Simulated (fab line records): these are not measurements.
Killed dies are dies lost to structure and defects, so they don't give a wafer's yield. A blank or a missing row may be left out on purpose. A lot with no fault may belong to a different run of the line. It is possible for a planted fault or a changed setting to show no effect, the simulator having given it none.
Matching of chambers :: flow sky130 :: SKY_VIA3_CMP_24 on cmp-01 has 4 sister chambers
The step polishes, stops on SiO2, t overpolish 20 s, target thk 0 nm. 7 wafers are shown with their chamber, then 7 later ones without.

WAFERS WITH THEIR CHAMBER
wafer: L572.1
chamber: 2
motor-current-A (A): 11.4
time-to-endpoint-s (s): 101

wafer: L578.3
chamber: 0
motor-current-A (A): 12.1
time-to-endpoint-s (s): 95

wafer: L579.3
chamber: 3
motor-current-A (A): 8.7
time-to-endpoint-s (s): 99

wafer: L579.4
chamber: 1
motor-current-A (A): 10.5
time-to-endpoint-s (s): 86

wafer: L579.6
chamber: 1
motor-current-A (A): 10.2
time-to-endpoint-s (s): 90

wafer: L580.2
chamber: 3
motor-current-A (A): 8.7
time-to-endpoint-s (s): 101

wafer: L580.3
chamber: 0
motor-current-A (A): 11.7
time-to-endpoint-s (s): 94

WAFERS WITHOUT THEIR CHAMBER
wafer: L580.5
motor-current-A (A): 8.9
time-to-endpoint-s (s): 101

wafer: L582.1
motor-current-A (A): 8.7
time-to-endpoint-s (s): 100

wafer: L582.3
motor-current-A (A): 11.8
time-to-endpoint-s (s): 99

wafer: L582.5
motor-current-A (A): 12.6
time-to-endpoint-s (s): 97

wafer: L590.1
motor-current-A (A): 11.6
time-to-endpoint-s (s): 96

wafer: L590.2
motor-current-A (A): 9.0
time-to-endpoint-s (s): 99

wafer: L590.4
motor-current-A (A): 10.4
time-to-endpoint-s (s): 90

EACH ONE'S CHAMBER
wafer: L580.5
from the rows above: 3
in truth: 3

wafer: L582.1
from the rows above: 3
in truth: 3

wafer: L582.3
from the rows above: can't be placed: 2 or 0
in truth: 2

wafer: L582.5
from the rows above: 0
in truth: 0

wafer: L590.1
from the rows above: can't be placed: 0 or 2
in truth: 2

wafer: L590.2
from the rows above: 3
in truth: 3

wafer: L590.4
from the rows above: 1
in truth: 1
Correctly placed: 5 of 7. From these rows, 2 cannot be placed; in 2 the true chamber is one of the candidates. Number placed wrongly: 0.
How it was worked out, from the rows above alone: a wafer's distance from a chamber is the root of the sum, over the readings, of the square of ((its reading less the chamber's mean) divided by the reading's scatter). The wafer belongs to the nearest chamber; if the next one is less than 2 further off, it can't be placed. Each chamber's mean is taken over the wafers shown for it. How the scatter is found: for the shown wafers, subtract from each reading the mean of its chamber, square and add these, divide the total by (wafers less chambers), then take the root.
